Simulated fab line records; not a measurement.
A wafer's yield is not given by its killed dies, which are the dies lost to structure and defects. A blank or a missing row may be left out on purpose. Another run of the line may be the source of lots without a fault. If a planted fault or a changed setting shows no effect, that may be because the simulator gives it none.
Chamber matching    flow gf180mcu    3 sister chambers for GF_V5_CVD_02 on pecvd-01
The step deposits SiO2 from TEOS, target thk 1450 nm, time 163.28 s. 3 wafers are shown with their chamber, then 7 later ones without.

WAFERS PAIRED WITH THEIR CHAMBERS
wafer   chamber  heater-power-w (W)
L295.1  1        732
L298.1  2        665
L298.4  0        429

WAFERS MISSING THEIR CHAMBER
wafer   heater-power-w (W)
L298.6  759
L300.1  712
L300.3  515
L300.5  591
L302.2  649
L302.3  700
L302.4  417

CHAMBER TAKEN BY EACH
wafer   from the rows above           in truth
L298.6  can't be placed: 1 or 2       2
L300.1  can't be placed: 1 or 2       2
L300.3  can't be placed: 0 or 2       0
L300.5  can't be placed: 2 or 1 or 0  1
L302.2  can't be placed: 2 or 1       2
L302.3  can't be placed: 1 or 2       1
L302.4  0                             0
1 of 7 placed correctly. Cannot be placed on the basis of these rows: 6; the candidates contain the true chamber in 6. Number placed wrongly: 0.
How it was worked out, from the rows above alone: a wafer's distance from a chamber is the root of the sum, over the readings, of the square of ((its reading less the chamber's mean) divided by the reading's scatter). The wafer belongs to the nearest chamber; if the next one is less than 2 further off, it can't be placed. A chamber's mean is the mean of its shown wafers. The scatter: with one shown wafer a chamber, the root of the mean of the squares of how far each hidden wafer lies from its nearest shown one.
